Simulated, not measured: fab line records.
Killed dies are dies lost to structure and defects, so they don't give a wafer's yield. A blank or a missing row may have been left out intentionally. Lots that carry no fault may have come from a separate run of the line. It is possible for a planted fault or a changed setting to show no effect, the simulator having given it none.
What tool caused it? | flow sky130 | 39 wafers sampled from 13 lots at 1 step of a route of 708

## WHAT THE GAUGES READ, wafer by wafer
The record lacks any reading of a measuring or inspecting step that a usual standard deviation could be used to judge.

## WHAT TOOL EACH LOT RAN ON (gives the tool, then ch and the chambers of the sampled wafers, and finally the start)
lot  | SKY_VIA2_ETCH_14
L838 | rie diel-04 ch 0,1, day 35 21:25
L839 | rie diel-01 ch 0,1,3, day 35 21:46
L841 | rie diel-04 ch 0,3, day 36 18:38
L842 | rie diel-01 ch 0,2, day 36 22:56
L844 | rie diel-01 ch 0,2,3, day 37 14:08
L851 | rie diel-03 ch 0,2,3, day 39 15:08
L853 | rie diel-03 ch 0,1,3, day 40 08:23
L854 | rie diel-04 ch 0,1,3, day 40 22:07
L855 | rie diel-01 ch 0,1,2, day 40 22:50
L857 | rie diel-03 ch 1,3, day 42 07:01
L859 | rie diel-04 ch 2,3, day 42 14:04
L860 | rie diel-03 ch 1,2, day 42 15:13
L861 | rie diel-04 ch 2,3, day 42 18:47
- SKY_VIA2_ETCH_14: etches BARC in N2/H2, stops on SiO2, time 45.9 s, target depth 60 nm.

## WHAT THE TOOLS THEMSELVES READ (means of the sampled wafers that have a number; where no wafer has one, the mark that the record gives instead)
SKY_VIA2_ETCH_14.
lot  | tool        | drypump motor current A (A) | oes product au (a.u.) | run length s (s) | throttle valve pct (%)
L838 | rie diel-04 | 5.9                         | 0.855                 | 74.2             | 13.232
L839 | rie diel-01 | 5.9                         | 0.850                 | 74.3             | 13.229
L841 | rie diel-04 | 5.6                         | 0.857                 | 73.5             | 13.230
L842 | rie diel-01 | 5.9                         | 0.853                 | 74.2             | 13.233
L844 | rie diel-01 | 5.8                         | 0.910                 | 71.3             | 13.228
L851 | rie diel-03 | 5.9                         | 0.854                 | 74.3             | 13.231
L853 | rie diel-03 | 5.8                         | 0.858                 | 74.0             | 13.224
L854 | rie diel-04 | 5.7                         | 0.856                 | 73.9             | 13.230
L855 | rie diel-01 | 5.9                         | 0.855                 | 74.2             | 13.231
L857 | rie diel-03 | 6.0                         | 0.857                 | 73.8             | 13.225
L859 | rie diel-04 | 5.8                         | 0.854                 | 73.9             | 13.227
L860 | rie diel-03 | 5.4                         | 0.853                 | 74.0             | 13.221
L861 | rie diel-04 | 5.7                         | 0.863                 | 73.9             | 13.224

## THE ANSWER, worked out from the rows above alone
Rule: what is usual is taken from the lots themselves. The widest of any qualifying gaps counts: lots, ordered by their means at a reading, are off when they make up no more than a third of the lots, leave a main group of 4 or more, and stand apart from it by 3 or more times the standard deviation of that group's means. A main group is skipped when, at the precision printed for the reading in the tables above, its means are all equal. A lot without any number at a reading at which 4 lots or more have one is off too. All remaining lots with rows at the step are treated as sound. After the gauges, taken in route order, come the tools' own readings; for these a lot's mean is taken, as printed above. At the first step where some lot is off, the reading lying furthest off is the one used; lots without a number count as furthest.
Off: L844, at SKY_VIA2_ETCH_14 (oes product au). For the main group the mean is 0.855 a.u. and the standard deviation 0.0031.
If a tool, at that step or one of the process steps before it, ran each lot that is off and ran no sound lot following the first of them, it fits. Not one of the candidates tried fits.

## WHAT HAD BEEN PUT IN BY THE SIMULATOR
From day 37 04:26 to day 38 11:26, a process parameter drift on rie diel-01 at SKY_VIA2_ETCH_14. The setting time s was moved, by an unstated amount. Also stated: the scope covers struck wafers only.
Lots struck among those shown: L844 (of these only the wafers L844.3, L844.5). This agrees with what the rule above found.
